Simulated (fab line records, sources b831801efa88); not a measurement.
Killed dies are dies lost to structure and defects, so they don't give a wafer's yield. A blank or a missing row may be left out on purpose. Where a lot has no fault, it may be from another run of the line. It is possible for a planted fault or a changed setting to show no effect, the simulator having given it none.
Struck lot and sound lot, side by side :: flow sky130 :: 15 out of 708 route steps
Sound: wafers L121.2, L121.4, L121.5. Wafers L125.3, L125.4, L125.6 were the ones struck. The cause is named last.
Order at every step that has rows: each side's tool, ch and its chambers, its first start. Under that, the readings that differ: sound wafers :: struck wafers :: difference of the means :: sigmas: that difference in standard deviations of wafers without a fault.
alike: readings whose means differ by less than 2 such deviations, and words and numbers that are the same on both sides. not compared: withheld readings, readings that some wafer has no value for, bounds like >300 that may hide the same value, and numbers for which the record gives no deviation and whose values overlap.
A row with sigmas, a row that says differs or no value, or rows on one side alone: a step with any of these is where the two part. Numbers that have no deviation but don't overlap get no sigmas and don't part them. A reading missing from all wafers of one side parts the sides only when that side holds two or more wafers.

SKY_PASSIVATION_CVD_02: deposits Si3N4, target thk 540 nm.
  sound on pecvd-03 ch 0,2, day 47 14:58; struck on pecvd-03 ch 0,1,2, day 48 09:23
  alike: heaterPowerOuterW, heaterPowerW, susceptorTempC
SKY_PASSIVATION_THK_MEAS_03:
  sound: filmMetro-04 at day 47 15:12; struck: filmMetro-03 at day 48 09:38
  alike: PASSIVATION_CVD_02_THK
then, 7 steps without rows for these wafers: SKY_PASSIVATION_DEHYDRATE_04 (time 60 s); SKY_PASSIVATION_HMDS_05 (prime time 60 s); SKY_PASSIVATION_COAT_06 (resist thk 3000 nm); SKY_PASSIVATION_SOFTBAKE_07; SKY_PASSIVATION_EXPOSE_08 (exposes mask NSM, target cd 3000 nm); SKY_PASSIVATION_PEB_09; SKY_PASSIVATION_DEVELOP_10 (develop time 60 s).
SKY_PASSIVATION_ETCH_11: etches the open film in CF4/O2, stops on AlCu, target depth 725 nm, time 161.1 s.
  sound on rieDiel-02 ch 0,1,3, day 48 10:29; struck on rieDiel-03 ch 1,3, day 49 04:11
  alike: biasW, drypumpMotorCurrentA, oesProductAu, throttleValvePct
  not compared: rfHoursCounterH
SKY_PASSIVATION_STRIP_12: strips in O2/N2.
  sound on plasmaAsher-02 ch 0,1, day 48 10:35; struck on plasmaAsher-02 ch 0,1, day 49 04:19
reading: stripTimeToEndpointS (s)
sound: 31.78 31.65 31.78
struck: 31.51 31.35 31.39
difference: -0.32
sigmas: -3
  alike: drypumpMotorCurrentA, oesProductAu
  not compared: rfHoursCounterH
then, 1 step without rows for these wafers: SKY_PAD_OPEN_DEHYDRATE_00 (time 60 s).
SKY_PAD_OPEN_HMDS_01: prime time 60 s.
  sound on lithoTrack-03 ch 0, day 48 18:46; struck on lithoTrack-03 ch 0, day 49 11:56
reading: primeTempC (C)
sound: 119.93 120.12 120.11
struck: 113.03 112.93 113.04
difference: -7.05
sigmas: -59
  alike: exhaustPa
then, 1 step without rows for these wafers: SKY_PAD_OPEN_COAT_02 (resist thk 3000 nm).
SKY_PAD_OPEN_PROBE_99:
  rows exist in the record for the struck wafers here (prober-02, day 49 23:57), but not for the sound ones

== WHERE THEY PART ==
Earliest at SKY_PASSIVATION_STRIP_12; latest, in this record, at SKY_PAD_OPEN_PROBE_99.

WHY: what the simulator had put in
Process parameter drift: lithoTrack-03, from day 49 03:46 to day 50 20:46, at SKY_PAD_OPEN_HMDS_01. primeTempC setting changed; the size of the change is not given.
